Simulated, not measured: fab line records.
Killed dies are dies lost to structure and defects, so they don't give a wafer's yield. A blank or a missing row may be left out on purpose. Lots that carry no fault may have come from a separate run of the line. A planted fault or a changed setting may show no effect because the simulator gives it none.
Problem report in the 8D (eight disciplines) form, filled by code    flow gf180mcu    the parts of the form that need people (team, actions taken, sign-off) are left out

1. THE ISSUE
Wafers without a fault read 109.99 C, standard deviation 0.13; plate_temp_C at GF_LVPWELL_SOFTBAKE_03 reads a mean of 111.41 C on 9 wafers belonging to 3 lots. That puts it +11 standard deviations away from the usual mean.
First observed at day 6 22:49: wafer L171.1, on litho_track-02. Wafers with a number at this step in the record: 42, from 14 lots. Rule for "out", or "out of limits": more than 4 standard deviations from the usual mean. Any other wafer with a number is counted as sound.

2. WHAT IT IS, AND WHAT IT ISN'T
question                     is                                  is not
which readings at this step  plate_temp_C, heater_power_total_W  chill_plate_temp_C
which lots                   L171, L172, L174                    L158, L160, L161, L162, L163, L164, L166, L175, L177, L178, L180
which wafers of those lots   all that have a number              -
read on which tools          litho_track-02                      litho_track-01, litho_track-03
when                         from day 6 22:49                    up to then (21 sound wafers); but 12 sound wafers of L175, L177, L178, L180 came after

3. THE SUSPECTS, EACH WITH WHAT RULES IT OUT
Counting: a tool at any process step up to the reading remains a suspect when it ran all the lots that are out and ran no sound lot after the first of those.
- litho_track-02 at GF_LVPWELL_SOFTBAKE_03: kept. Every lot that is out went through it, starting with L171 (day 6 22:49), and after that it ran no sound lot; the last sound lot it ran before then is L166 (day 5 18:43). On those wafers its own readings are out: heater_power_total_W, plate_temp_C.
The count leaves litho_track-02 at GF_LVPWELL_SOFTBAKE_03.

4. THE CAUSE (what the simulator had put in)
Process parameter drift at GF_LVPWELL_SOFTBAKE_03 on litho_track-02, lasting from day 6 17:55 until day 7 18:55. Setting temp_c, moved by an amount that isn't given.
Only this tool survived the counting.

5. THE CHAIN OF EFFECTS, in route order
Each row: a reading where the mean over the struck wafers with a number is more than 3 standard deviations away from the usual. Only readings for which the record gives a usual standard deviation are gone through. hours: the time from each lot's start at the first step in this table that gives one to its start at this step, as a median over the lots. sigmas: the change in usual standard deviations.
hours  step                    reading               usual     on struck wafers  change  sigmas
0      GF_LVPWELL_SOFTBAKE_03  heater_power_total_W  65.32 W   66.49             +1.17   +8.4
0      GF_LVPWELL_SOFTBAKE_03  plate_temp_C          109.99 C  111.41            +1.42   +11
It contains these process steps:
- GF_LVPWELL_SOFTBAKE_03
At these later measuring or inspecting steps, every struck wafer for which the step has a row has a number for every such reading, and none has moved that far: GF_MVPSD_OVL_MEAS_07.

6. HOW IT WOULD HAVE BEEN CAUGHT EARLIER
In this record no reading fell out of limits until day 6 22:49, 5 hours after the fault had begun at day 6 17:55.
